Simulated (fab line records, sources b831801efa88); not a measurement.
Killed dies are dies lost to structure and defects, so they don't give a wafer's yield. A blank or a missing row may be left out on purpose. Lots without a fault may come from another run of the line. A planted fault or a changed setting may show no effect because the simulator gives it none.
Which tool did it? | flow sky130 | 13 lots, 39 wafers sampled, at 5 steps of a route of 708

WHAT THE GAUGES READ, wafer by wafer
SKY_VT_ADJUST_NCORE_TW_MEAS_11.
lot  | measured     | on            | VT_ADJUST_NCORE_TW
L255 | day 9 07:50  | film_metro-03 | 215.9 215.2 215.4
L256 | day 9 09:03  | film_metro-02 | 222.2 222.7 221.9
L257 | day 9 17:33  | film_metro-02 | 221.8 221.1 222.2
L260 | day 10 14:11 | film_metro-03 | 215.1 216.0 213.8
L265 | day 11 20:11 | film_metro-01 | 30.2 30.1 30.1
L267 | day 12 15:52 | film_metro-01 | 220.9 220.1 220.1
L270 | day 13 05:48 | film_metro-01 | 219.7 220.6 220.0
L272 | day 13 20:04 | film_metro-03 | 215.9 215.7 215.0
L273 | day 14 00:31 | film_metro-03 | 216.0 216.2 215.2
L274 | day 14 10:07 | film_metro-02 | 221.6 219.4 219.6
L275 | day 14 15:41 | film_metro-01 | 219.8 219.8 218.7
L276 | day 15 10:18 | film_metro-02 | 222.8 222.5 222.1
L278 | day 15 17:20 | film_metro-02 | 223.8 222.8 222.0

SKY_SD_P_CD_MEAS_07: target cd 380 nm.
lot  | measured     | on        | cd_nm (nm)
L255 | day 26 19:30 | cd_sem-02 | 382.7 382.6 382.1
L256 | day 26 18:45 | cd_sem-02 | 383.2 382.4 382.7
L257 | day 27 07:34 | cd_sem-01 | 378.5 379.8 378.1
L260 | day 28 05:14 | cd_sem-02 | 379.6 380.1 381.9
L265 | day 29 12:57 | cd_sem-01 | 382.8 382.6 381.1
L267 | day 30 17:57 | cd_sem-01 | 378.2 377.8 379.4
L270 | day 31 05:46 | cd_sem-02 | 381.3 382.9 380.0
L272 | day 31 22:11 | cd_sem-01 | 377.9 378.2 380.2
L273 | day 32 01:48 | cd_sem-01 | 380.0 381.4 378.2
L274 | day 32 12:16 | cd_sem-02 | 380.2 380.3 380.6
L275 | day 32 19:27 | cd_sem-01 | 382.5 382.0 382.4
L276 | day 33 09:57 | cd_sem-02 | 380.4 380.6 380.0
L278 | day 33 17:43 | cd_sem-01 | 381.0 381.9 381.5

WHICH TOOL RAN EACH LOT (tool, then ch and the chambers of the sampled wafers, then the start)
lot  | SKY_VT_ADJUST_LVTN_STRIP_20          | SKY_VT_ADJUST_NCORE_STRIP_10         | SKY_LDD_LDN_STRIP_12
L255 | plasma_asher-02 ch 1, day 8 09:28    | plasma_asher-02 ch 0, day 9 07:44    | plasma_asher-03 ch 0,1, day 24 04:53
L256 | plasma_asher-04 ch 0, day 8 10:29    | plasma_asher-02 ch 0,1, day 9 08:57  | plasma_asher-04 ch 0,1, day 24 04:35
L257 | plasma_asher-03 ch 0,1, day 8 19:17  | plasma_asher-01 ch 0,1, day 9 17:26  | plasma_asher-03 ch 0,1, day 24 18:04
L260 | plasma_asher-03 ch 0,1, day 9 15:46  | plasma_asher-04 ch 0,1, day 10 14:05 | plasma_asher-04 ch 0,1, day 25 16:58
L265 | plasma_asher-02 ch 0,1, day 10 20:32 | plasma_asher-01 ch 0,1, day 11 20:05 | plasma_asher-04 ch 0,1, day 27 01:43
L267 | plasma_asher-04 ch 0, day 11 15:25   | plasma_asher-02 ch 0,1, day 12 15:46 | plasma_asher-03 ch 0,1, day 28 06:32
L270 | plasma_asher-03 ch 0,1, day 12 04:01 | plasma_asher-02 ch 0,1, day 13 05:41 | plasma_asher-04 ch 0,1, day 28 19:34
L272 | plasma_asher-04 ch 0,1, day 12 18:13 | plasma_asher-02 ch 0,1, day 13 19:58 | plasma_asher-04 ch 0,1, day 29 11:52
L273 | plasma_asher-04 ch 1, day 12 23:11   | plasma_asher-02 ch 1, day 14 00:25   | plasma_asher-04 ch 0,1, day 29 15:40
L274 | plasma_asher-03 ch 0,1, day 13 07:26 | plasma_asher-04 ch 0,1, day 14 10:01 | plasma_asher-02 ch 0,1, day 30 01:31
L275 | plasma_asher-02 ch 1, day 13 13:35   | plasma_asher-04 ch 0,1, day 14 15:35 | plasma_asher-04 ch 0,1, day 30 08:17
L276 | plasma_asher-03 ch 0,1, day 14 06:37 | plasma_asher-04 ch 1, day 15 10:12   | plasma_asher-04 ch 0, day 31 01:32
L278 | plasma_asher-04 ch 0,1, day 14 13:22 | plasma_asher-01 ch 0,1, day 15 17:14 | plasma_asher-03 ch 0,1, day 31 08:37
- SKY_VT_ADJUST_LVTN_STRIP_20: strips in O2/N2.
- SKY_VT_ADJUST_NCORE_STRIP_10: strips in O2/N2.
- SKY_LDD_LDN_STRIP_12: strips in O2/N2.

WHAT THE TOOLS THEMSELVES READ (means of the sampled wafers that have a number; where no wafer has one, the mark that the record gives instead)
SKY_VT_ADJUST_LVTN_STRIP_20.
lot  | tool            | drypump_motor_current_A (A) | oes_product_au (a.u.) | strip_time_to_endpoint_s (s)
L255 | plasma_asher-02 | 6.35                        | 0.720                 | 14.13
L256 | plasma_asher-04 | 6.20                        | 0.714                 | 14.16
L257 | plasma_asher-03 | 5.63                        | 0.713                 | 14.24
L260 | plasma_asher-03 | 5.66                        | 0.711                 | 14.21
L265 | plasma_asher-02 | 6.13                        | 0.936                 | -
L267 | plasma_asher-04 | 6.20                        | 0.716                 | 14.13
L270 | plasma_asher-03 | 5.67                        | 0.713                 | 14.19
L272 | plasma_asher-04 | 5.84                        | 0.712                 | 14.11
L273 | plasma_asher-04 | 5.67                        | 0.715                 | 14.20
L274 | plasma_asher-03 | 5.66                        | 0.719                 | 14.15
L275 | plasma_asher-02 | 6.34                        | 0.717                 | 14.11
L276 | plasma_asher-03 | 5.66                        | 0.721                 | 14.23
L278 | plasma_asher-04 | 5.99                        | 0.719                 | 14.19

SKY_VT_ADJUST_NCORE_STRIP_10.
lot  | tool            | drypump_motor_current_A (A) | oes_product_au (a.u.) | strip_time_to_endpoint_s (s)
L255 | plasma_asher-02 | 5.7                         | 0.714                 | 14.17
L256 | plasma_asher-02 | 6.1                         | 0.718                 | 14.20
L257 | plasma_asher-01 | 5.5                         | 0.716                 | 14.18
L260 | plasma_asher-04 | 5.9                         | 0.717                 | 14.20
L265 | plasma_asher-01 | 5.5                         | 0.717                 | 20.54
L267 | plasma_asher-02 | 6.1                         | 0.719                 | 14.23
L270 | plasma_asher-02 | 5.9                         | 0.715                 | 14.20
L272 | plasma_asher-02 | 6.1                         | 0.718                 | 14.18
L273 | plasma_asher-02 | 6.3                         | 0.716                 | 14.20
L274 | plasma_asher-04 | 6.0                         | 0.718                 | 14.19
L275 | plasma_asher-04 | 6.0                         | 0.718                 | 14.13
L276 | plasma_asher-04 | 5.7                         | 0.718                 | 14.19
L278 | plasma_asher-01 | 5.2                         | 0.718                 | 14.15

SKY_LDD_LDN_STRIP_12.
lot  | tool            | drypump_motor_current_A (A) | oes_product_au (a.u.) | strip_time_to_endpoint_s (s)
L255 | plasma_asher-03 | 5.65                        | 0.717                 | 14.17
L256 | plasma_asher-04 | 5.88                        | 0.713                 | 14.24
L257 | plasma_asher-03 | 5.65                        | 0.714                 | 14.19
L260 | plasma_asher-04 | 5.85                        | 0.713                 | 14.15
L265 | plasma_asher-04 | 6.00                        | 0.711                 | 14.11
L267 | plasma_asher-03 | 5.68                        | 0.719                 | 14.12
L270 | plasma_asher-04 | 6.02                        | 0.716                 | 14.20
L272 | plasma_asher-04 | 6.05                        | 0.716                 | 14.14
L273 | plasma_asher-04 | 5.99                        | 0.712                 | 14.21
L274 | plasma_asher-02 | 6.12                        | 0.718                 | 14.15
L275 | plasma_asher-04 | 6.04                        | 0.715                 | 14.22
L276 | plasma_asher-04 | 6.19                        | 0.715                 | 14.17
L278 | plasma_asher-03 | 5.64                        | 0.711                 | 14.15

THE ANSWER, worked out from the rows above alone
Rule: what is usual is taken from the lots themselves. Put in order of their means at a reading, lots are off if they are a third of the lots or fewer, leave a main group of 4 or more, and stand apart from it by a gap of 3 or more times the standard deviation of the main group's means; of several such gaps the widest counts. A main group whose means are all the same, to the digits that the tables above print for the reading, isn't used. A lot without any number at a reading at which 4 lots or more have one is off too. The other lots that the step has rows for count as sound. The gauges are gone through in route order, then the tools' own readings, and for those a lot's mean is taken as printed above. The first step at which some lot is off is used, and at that step the reading that is off furthest; a lot without a number counts as furthest.
Off: L265, at SKY_VT_ADJUST_NCORE_TW_MEAS_11 (VT_ADJUST_NCORE_TW). The main group: mean 219.3, standard deviation 2.9.
A tool fits if, at a process step before that reading, it ran every lot that is off, and no sound lot after the first of them. The gauges at SKY_VT_ADJUST_NCORE_TW_MEAS_11 aren't tried: what is off there is off at SKY_VT_ADJUST_LVTN_STRIP_20 too, on other tools, and a gauge's error can't cause that. None of those tried fits.

WHAT THE SIMULATOR HAD PUT IN
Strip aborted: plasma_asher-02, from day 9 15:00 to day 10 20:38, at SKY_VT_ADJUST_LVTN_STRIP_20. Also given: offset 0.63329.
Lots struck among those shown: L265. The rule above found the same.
